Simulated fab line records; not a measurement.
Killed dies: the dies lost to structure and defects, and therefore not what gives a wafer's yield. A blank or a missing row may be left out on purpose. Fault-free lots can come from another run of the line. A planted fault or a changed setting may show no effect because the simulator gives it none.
Chamber matching + flow sky130 + SKY_VIA2_CMP_02 on cmp-02: 4 sister chambers
The step polishes SiO2. 8 wafers are shown with their chamber, then 12 later ones without.

== WAFERS, EACH WITH ITS CHAMBER ==
| wafer  | chamber | motor-current-A (A) | edge-zone-pressure-frac |
|--------|---------|---------------------|-------------------------|
| L088.2 | 3       | 11.1                | 0.993                   |
| L088.3 | 1       | 10.5                | 1.000                   |
| L089.2 | 2       | 11.3                | 1.001                   |
| L089.3 | 0       | 12.0                | 1.003                   |
| L089.4 | 1       | 10.1                | 0.989                   |
| L091.1 | 3       | 11.1                | 0.997                   |
| L091.4 | 0       | 11.7                | 1.002                   |
| L091.5 | 2       | 11.5                | 0.996                   |

== WAFERS WITH NO CHAMBER GIVEN ==
| wafer  | motor-current-A (A) | edge-zone-pressure-frac |
|--------|---------------------|-------------------------|
| L093.1 | 11.8                | 1.001                   |
| L093.2 | 10.4                | 0.995                   |
| L093.6 | 10.9                | 1.007                   |
| L095.1 | 11.8                | 0.998                   |
| L095.4 | 11.8                | 0.993                   |
| L095.6 | 11.5                | 0.992                   |
| L096.1 | 9.9                 | 0.992                   |
| L096.3 | 10.2                | 0.993                   |
| L096.6 | 9.8                 | 0.993                   |
| L097.2 | 10.5                | 1.010                   |
| L097.4 | 10.4                | 0.998                   |
| L097.6 | 11.6                | 0.997                   |

== WHICH CHAMBER EACH ONE RAN IN ==
| wafer  | from the rows above          | in truth                   |
|--------|------------------------------|----------------------------|
| L093.1 | can't be placed: 0 or 2      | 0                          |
| L093.2 | 1                            | 1                          |
| L093.6 | can't be placed: 3 or 2 or 1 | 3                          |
| L095.1 | can't be placed: 0 or 2      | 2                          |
| L095.4 | can't be placed: 0 or 2 or 3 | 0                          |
| L095.6 | can't be placed: 2 or 3 or 0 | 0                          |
| L096.1 | 1                            | 1                          |
| L096.3 | 1                            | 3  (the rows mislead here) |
| L096.6 | 1                            | 1                          |
| L097.2 | can't be placed: 1 or 3 or 2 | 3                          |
| L097.4 | 1                            | 1                          |
| L097.6 | can't be placed: 2 or 0 or 3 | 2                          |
Correct placement for 4 of the 12. Not placeable from these rows: 7 (in 7, the candidates include the true chamber). 1 placed wrongly.
How it was worked out, from the rows above alone: a wafer's distance from a chamber is the root of the sum, over the readings, of the square of ((its reading less the chamber's mean) divided by the reading's scatter). If the next closest chamber is less than 2 further off than the closest, the wafer can't be placed; otherwise it belongs to the closest. Each chamber's mean is taken over the wafers shown for it. The scatter: take each reading less its chamber's mean, square it, sum over the shown wafers, divide by the number of wafers less the number of chambers, and take the root.
